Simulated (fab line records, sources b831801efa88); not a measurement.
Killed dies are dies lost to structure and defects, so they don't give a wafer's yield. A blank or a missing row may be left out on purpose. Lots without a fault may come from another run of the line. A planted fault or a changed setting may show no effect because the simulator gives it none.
Which tool did it? | flow sky130 | 6 lots, 18 wafers sampled, at 4 steps of a route of 708

WHAT THE GAUGES READ, wafer by wafer
SKY_VIA2_THK_MEAS_23: measures by xrf.
lot  | measured     | on            | VIA2_W_THK (nm)
L656 | day 36 16:53 | film_metro-02 | 417 421 421
L661 | day 38 14:41 | film_metro-04 | 436 438 425
L663 | day 39 11:25 | film_metro-04 | 422 441 425
L667 | day 40 07:00 | film_metro-04 | 417 433 433
L673 | day 42 04:08 | film_metro-04 | 441 444 422
L677 | day 43 03:51 | film_metro-04 | 432 433 427

WHICH TOOL RAN EACH LOT (tool, then ch and the chambers of the sampled wafers, then the start)
lot  | SKY_VIA1_SPUTTER_20          | SKY_METAL2_ETCH_18                | SKY_VIA2_CVD_21
L656 | pvd_sputter-04, day 34 09:23 | rie_metal-01 ch 0,1, day 35 12:28 | cvd_w-01 ch 1, day 36 16:38
L661 | pvd_sputter-02, day 36 07:59 | rie_metal-01 ch 0,1, day 37 10:44 | cvd_w-01 ch 0,1, day 38 14:25
L663 | pvd_sputter-02, day 37 04:04 | rie_metal-02 ch 0,1, day 38 07:02 | cvd_w-02 ch 0,1, day 39 11:10
L667 | pvd_sputter-02, day 38 02:20 | rie_metal-04 ch 0,1, day 39 04:14 | cvd_w-01 ch 0,1, day 40 06:45
L673 | pvd_sputter-01, day 39 21:04 | rie_metal-04 ch 0,1, day 41 01:47 | cvd_w-02 ch 0,1, day 42 03:53
L677 | pvd_sputter-02, day 41 00:29 | rie_metal-02 ch 1, day 42 01:46   | cvd_w-01 ch 0,1, day 43 03:36
- SKY_VIA1_SPUTTER_20: material TiN, target thk 20 nm, time 80 s.
- SKY_METAL2_ETCH_18: etches BARC in N2/H2, stops on SiO2, time 45.9 s, target depth 60 nm.
- SKY_VIA2_CVD_21: deposits W, target thk 420 nm, time 126.4 s.

THE ANSWER, worked out from the rows above alone
Rule: what is usual is taken from the lots themselves. Put in order of their means at a reading, lots are off if they are a third of the lots or fewer, leave a main group of 4 or more, and stand apart from it by a gap of 3 or more times the standard deviation of the main group's means; of several such gaps the widest counts. A main group whose means are all the same, to the digits that the tables above print for the reading, isn't used. A lot without any number at a reading at which 4 lots or more have one is off too. The other lots that the step has rows for count as sound.
No lot is off at any reading shown: from this, nothing can be told.

WHAT THE SIMULATOR HAD PUT IN
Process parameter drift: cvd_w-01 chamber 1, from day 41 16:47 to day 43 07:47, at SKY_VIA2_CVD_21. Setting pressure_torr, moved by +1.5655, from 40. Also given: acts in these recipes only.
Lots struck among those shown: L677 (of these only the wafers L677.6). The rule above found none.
